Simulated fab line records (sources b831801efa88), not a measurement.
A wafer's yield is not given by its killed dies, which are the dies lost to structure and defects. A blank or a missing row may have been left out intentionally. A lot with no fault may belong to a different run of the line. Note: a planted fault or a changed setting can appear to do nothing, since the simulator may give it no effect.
Which tool did it? + flow sky130 + at 1 step of a route of 708, 14 lots with 42 wafers sampled

== WHAT EACH GAUGE READ, for each wafer ==
SKY_METAL3_CD_MEAS_13: the cd target is 300 nm. Usual: cd nm at 300.3 nm, with a standard deviation of 1.4.
| lot  | measured     | on        | cd nm (nm)        | flag |
|------|--------------|-----------|-------------------|------|
| L803 | day 38 07:18 | cd sem-01 | 300.2 301.0 301.7 |      |
| L804 | day 39 11:55 | cd sem-02 | 299.1 297.8 298.7 |      |
| L806 | day 39 12:55 | cd sem-02 | 300.6 300.8 300.0 |      |
| L808 | day 40 00:11 | cd sem-01 | 298.7 298.8 296.9 |      |
| L809 | day 40 08:00 | cd sem-02 | 300.3 301.2 300.0 |      |
| L815 | day 42 03:50 | cd sem-02 | 300.4 299.3 299.3 |      |
| L817 | day 43 18:51 | cd sem-02 | 301.3 300.9 301.5 |      |
| L816 | day 43 21:01 | cd sem-01 | 301.7 300.2 301.7 |      |
| L821 | day 43 22:59 | cd sem-01 | 301.1 298.6 299.6 |      |
| L820 | day 44 00:32 | cd sem-02 | 301.4 300.6 300.8 |      |
| L823 | day 44 08:53 | cd sem-01 | 300.4 302.4 300.5 |      |
| L825 | day 45 09:17 | cd sem-02 | 300.4 299.6 298.5 |      |
| L824 | day 45 11:41 | cd sem-02 | 296.3 297.0 296.2 |      |
| L826 | day 45 12:48 | cd sem-02 | 301.3 301.0 300.8 |      |

== EACH LOT AND THE TOOL THAT RAN IT (in order: tool; ch and the chambers of the sampled wafers; start) ==
The record holds no process step before these readings.

== AS READ BY THE TOOLS THEMSELVES (means over the sampled wafers that have a number; for cases with no such wafer, the mark the record gives instead) ==
The record holds no such reading with a usual standard deviation.

== THE ANSWER, worked out from the rows above alone ==
Rule: take the mean of a lot's wafers that have a number; if it is more than 3 standard deviations from the usual mean, the lot is off. Also off: a lot with no number at a reading for which 4 or more lots have one. The other lots that the step has rows for count as sound. Order of review: gauges by route order, followed by the tools' own readings, for which a lot's mean as printed above is used. At the first step where some lot is off, the reading lying furthest off is the one used; lots without a number count as furthest.
No lot is off on any of the readings shown, so nothing can be concluded from this.

== WHAT THE SIMULATOR PUT IN ==
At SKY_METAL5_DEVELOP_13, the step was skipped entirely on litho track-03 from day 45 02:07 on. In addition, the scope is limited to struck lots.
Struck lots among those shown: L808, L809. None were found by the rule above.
